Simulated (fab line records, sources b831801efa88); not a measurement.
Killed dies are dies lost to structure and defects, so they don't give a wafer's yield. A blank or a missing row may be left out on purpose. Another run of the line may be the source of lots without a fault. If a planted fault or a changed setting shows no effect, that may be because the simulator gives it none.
The tool behind it: which one?	flow sky130	12 lots, 34 wafers sampled, at 6 steps of a route of 708

== WHAT THE GAUGES READ, wafer by wafer ==
SKY_POLY_CUT_CD_MEAS_08: the cd target is 270 nm.
lot	measured	on	cdNm (nm)
L214	day 24 04:47	cdSem-01	268.2 270.0 268.3
L215	day 24 13:19	cdSem-01	270.5 269.3 270.1
L216	day 25 04:56	cdSem-02	270.1 269.3 268.6
L218	day 25 22:33	cdSem-01	269.4 272.1 270.1
L220	day 26 04:08	cdSem-02	270.4 269.6 270.0
L221	day 27 00:26	cdSem-01	270.7 269.0 270.7
L223	day 27 07:17	cdSem-01	269.3 270.4 269.5
L228	day 29 01:36	cdSem-02	271.3 270.4 271.2
L230	day 29 21:37	cdSem-01	272.1
L233	day 30 21:24	cdSem-01	271.6 271.8 271.2
L235	day 31 00:42	cdSem-01	270.3 271.0 270.4
L237	day 31 18:08	cdSem-01	270.8 269.8 270.3

SKY_SD_P_OVL_MEAS_08.
lot	measured	on	SD_P_OVL (nm)
L214	day 25 10:07	overlay-02	1.1 0.8 0.3
L215	day 25 18:56	overlay-02	2.4 -0.8 0.6
L216	day 26 10:16	overlay-01	0.4 -0.7 -0.6
L218	day 27 03:49	overlay-02	-2.1 -2.3 -1.6
L220	day 27 09:41	overlay-02	-0.4 0.2 -0.9
L221	day 28 05:25	overlay-01	1.1 -2.0 -0.4
L223	day 28 11:16	overlay-01	0.4 1.6 -0.7
L228	day 30 05:38	overlay-01	0.0 0.8 1.0
L230	day 31 01:26	overlay-01	-2.2
L233	day 32 01:22	overlay-01	3.6 1.6 1.1
L235	day 32 04:49	overlay-02	-0.4 -1.0 0.8
L237	day 32 20:46	overlay-02	1.4 1.7 2.0

SKY_SD_N_RS_MEAS_16: measurement is done with a four-point probe.
lot	measured	on	SD_N_RS (ohm/sq)
L214	day 27 20:43	filmMetro-04	68.61 68.62 68.59
L215	day 28 05:23	filmMetro-03	68.28 68.40 68.47
L216	day 28 20:10	filmMetro-04	68.68 68.68 68.76
L218	day 29 12:31	filmMetro-04	68.71 68.56 68.66
L220	day 29 17:45	filmMetro-02	68.29 68.29 68.19
L221	day 30 13:55	filmMetro-02	68.49 68.40 68.55
L223	day 30 19:35	filmMetro-04	68.84 68.64 68.61
L228	day 32 13:47	filmMetro-03	68.25 68.42 68.31
L230	day 33 08:26	filmMetro-02	67.44
L233	day 34 07:45	filmMetro-02	68.43 68.48 68.38
L235	day 34 09:41	filmMetro-02	68.62 68.48 68.54
L237	day 35 01:49	filmMetro-02	68.54 68.59 68.45

SKY_SD_N_RS_MEAS_17: measurement is done with a four-point probe.
lot	measured	on	SD_P_RS (ohm/sq)
L214	day 27 20:50	filmMetro-04	147.3 147.2 147.0
L215	day 28 05:31	filmMetro-03	146.7 146.6 146.6
L216	day 28 20:17	filmMetro-04	147.2 147.6 147.5
L218	day 29 12:38	filmMetro-04	147.4 147.4 147.1
L220	day 29 17:52	filmMetro-02	146.6 146.6 146.8
L221	day 30 14:02	filmMetro-02	147.1 146.4 146.7
L223	day 30 19:42	filmMetro-04	148.0 147.4 147.4
L228	day 32 13:54	filmMetro-03	146.1 146.3 146.1
L230	day 33 08:33	filmMetro-02	142.6
L233	day 34 07:52	filmMetro-02	146.2 146.9 146.7
L235	day 34 09:48	filmMetro-02	147.0 146.8 146.9
L237	day 35 01:56	filmMetro-02	147.0 147.2 146.9

== EACH LOT AND THE TOOL THAT RAN IT (in order: tool; ch and the chambers of the sampled wafers; start) ==
lot	SKY_SD_P_STRIP_10	SKY_SD_N_RTA_14
L214	plasmaAsher-04 ch 0,1, day 25 10:17	rtpAnneal-02 ch 0, day 27 20:32
L215	plasmaAsher-03 ch 0,1, day 25 19:07	rtpAnneal-01 ch 0, day 28 05:12
L216	plasmaAsher-04 ch 0,1, day 26 10:29	rtpAnneal-02 ch 0, day 28 19:58
L218	plasmaAsher-04 ch 0,1, day 27 03:59	rtpAnneal-02 ch 0, day 29 12:20
L220	plasmaAsher-04 ch 0,1, day 27 09:53	rtpAnneal-02 ch 0, day 29 17:33
L221	plasmaAsher-03 ch 0,1, day 28 05:35	rtpAnneal-01 ch 0, day 30 13:44
L223	plasmaAsher-01 ch 0,1, day 28 11:28	rtpAnneal-01 ch 0, day 30 19:24
L228	plasmaAsher-01 ch 0,1, day 30 05:50	rtpAnneal-02 ch 0, day 32 13:34
L230	plasmaAsher-03 ch 0, day 31 01:38	rtpAnneal-02 ch 0, day 33 08:13
L233	plasmaAsher-01 ch 0,1, day 32 01:32	rtpAnneal-01 ch 0, day 34 07:34
L235	plasmaAsher-03 ch 0,1, day 32 05:01	rtpAnneal-01 ch 0, day 34 09:30
L237	plasmaAsher-03 ch 0,1, day 32 20:56	rtpAnneal-01 ch 0, day 35 01:38
- SKY_SD_P_STRIP_10: strips in O2/N2.
- SKY_SD_N_RTA_14: time 2 s.

== WHAT THE TOOLS THEMSELVES READ (means of the sampled wafers that have a number; where no wafer has one, the mark that the record gives instead) ==
SKY_SD_P_STRIP_10.
lot	tool	drypumpMotorCurrentA (A)	oesProductAu (a.u.)	stripTimeToEndpointS (s)
L214	plasmaAsher-04	5.4	0.617	17.52
L215	plasmaAsher-03	5.7	0.619	17.43
L216	plasmaAsher-04	5.3	0.616	17.50
L218	plasmaAsher-04	5.4	0.615	17.49
L220	plasmaAsher-04	5.4	0.617	17.48
L221	plasmaAsher-03	5.4	0.615	17.44
L223	plasmaAsher-01	5.8	0.615	17.47
L228	plasmaAsher-01	5.8	0.616	17.51
L230	plasmaAsher-03	6.1	0.621	17.47
L233	plasmaAsher-01	5.8	0.615	17.48
L235	plasmaAsher-03	5.4	0.615	17.45
L237	plasmaAsher-03	5.3	0.617	17.52

SKY_SD_N_RTA_14.
lot	tool	chamberO2Ppm	lampPowerPct (%)	wafer_temp_C_max
L214	rtpAnneal-02	1.987	15.71	1078.1
L215	rtpAnneal-01	1.999	15.70	1078.9
L216	rtpAnneal-02	2.027	15.68	1076.7
L218	rtpAnneal-02	2.004	15.75	1079.0
L220	rtpAnneal-02	2.001	15.73	1078.2
L221	rtpAnneal-01	2.015	15.72	1077.5
L223	rtpAnneal-01	1.974	15.74	1079.0
L228	rtpAnneal-02	2.001	15.75	1077.5
L230	rtpAnneal-02	2.020	15.79	1084.0
L233	rtpAnneal-01	1.988	15.71	1079.7
L235	rtpAnneal-01	2.019	15.76	1077.7
L237	rtpAnneal-01	1.995	15.74	1077.2

== THE ANSWER, worked out from the rows above alone ==
Rule: what is usual is taken from the lots themselves. The widest of any qualifying gaps counts: lots, ordered by their means at a reading, are off when they make up no more than a third of the lots, leave a main group of 4 or more, and stand apart from it by 3 or more times the standard deviation of that group's means. Not used: any main group whose means are identical at the precision the tables above print for the reading. A lot without any number at a reading at which 4 lots or more have one is off too. All remaining lots with rows at the step are treated as sound. After the gauges, taken in route order, come the tools' own readings; for these a lot's mean is taken, as printed above. At the first step where some lot is off, the reading lying furthest off is the one used; lots without a number count as furthest.
Off: L230, at SKY_SD_N_RS_MEAS_16 (SD_N_RS). For the main group the mean is 68.51 ohm/sq and the standard deviation 0.14.
A tool fits if, at a process step before that reading, it ran every lot that is off, and no sound lot after the first of them. Not tried: the gauges at SKY_SD_N_RS_MEAS_16; whatever is off there is also off at SKY_SD_N_RTA_14, on other tools, and gauge error can't account for it. One fits: rtpAnneal-02 at SKY_SD_N_RTA_14. Its last sound lot is L228 (day 32 13:34), its first lot that is off L230 (day 33 08:13): a fault that began between those two fits.
On the lots that are off, the tool's own readings at SKY_SD_N_RTA_14 differ by more than 5 times the standard deviation of the sound lots' means, which bears it out; wafer_temp_C_max reads 1084.0 there versus 1078.1 on the sound lots.

== WHAT THE SIMULATOR PUT IN ==
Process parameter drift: rtpAnneal-02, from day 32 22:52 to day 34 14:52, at SKY_SD_N_RTA_14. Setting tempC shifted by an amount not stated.
Struck lots among those shown: L230. The same result came from the rule above.
